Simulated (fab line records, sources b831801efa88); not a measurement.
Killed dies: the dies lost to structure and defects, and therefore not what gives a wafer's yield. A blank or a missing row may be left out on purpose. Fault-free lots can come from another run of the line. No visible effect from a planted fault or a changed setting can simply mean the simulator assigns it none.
The tool behind it: which one? | flow gf180mcu | Sampling: 6 lots, 18 wafers, 2 of 602 route steps

WHAT THE GAUGES SHOWED, per wafer
GF_SALICIDE_THK_MEAS_05: measures by xrf.
lot  | measured     | on            | SALICIDE_TIN_THK (nm)
L700 | day 15 13:26 | film-metro-01 | 18.87 19.20 19.29
L706 | day 18 01:49 | film-metro-01 | 19.26 19.44 19.28
L708 | day 19 07:10 | film-metro-03 | 19.51 19.43 19.49
L710 | day 19 22:55 | film-metro-01 | 19.69 19.90 19.53
L713 | day 20 21:05 | film-metro-03 | 19.13 19.22 19.48
L721 | day 22 22:40 | film-metro-04 | 21.09 20.99 21.12 21.17 20.95 21.11

EACH LOT AND THE TOOL THAT RAN IT (in order: tool; ch and the chambers of the sampled wafers; start)
lot  | GF_SALICIDE_SPUTTER_03
L700 | pvd-sputter-03, day 15 13:17
L706 | pvd-sputter-04, day 18 01:40
L708 | pvd-sputter-03, day 19 07:01
L710 | pvd-sputter-03, day 19 22:46
L713 | pvd-sputter-04, day 20 20:56
L721 | pvd-sputter-03, day 22 22:31
- GF_SALICIDE_SPUTTER_03: material TiN, target thk 20 nm, time 16.7 s.

THE ANSWER, worked out from the rows above alone
Rule: the lots themselves supply what counts as usual. The widest of any qualifying gaps counts: lots, ordered by their means at a reading, are off when they make up no more than a third of the lots, leave a main group of 4 or more, and stand apart from it by 3 or more times the standard deviation of that group's means. The tables above print the reading to a certain number of digits; a main group whose means all agree to those digits is not used. Also off: a lot with no number at a reading for which 4 or more lots have one. Any other lot the step has rows for is counted as sound.
Off: L721, at GF_SALICIDE_THK_MEAS_05 (SALICIDE_TIN_THK). Main group: mean 19.38 nm, sd 0.2.
A tool fits if, at a process step before that reading, it ran every lot that is off, and no sound lot after the first of them. The gauges at GF_SALICIDE_THK_MEAS_05 are tried like those tools. 2 tools fit, pvd-sputter-03 at GF_SALICIDE_SPUTTER_03 and film-metro-04 at GF_SALICIDE_THK_MEAS_05, so this cannot tell which one it is.

WHAT WAS PUT IN BY THE SIMULATOR
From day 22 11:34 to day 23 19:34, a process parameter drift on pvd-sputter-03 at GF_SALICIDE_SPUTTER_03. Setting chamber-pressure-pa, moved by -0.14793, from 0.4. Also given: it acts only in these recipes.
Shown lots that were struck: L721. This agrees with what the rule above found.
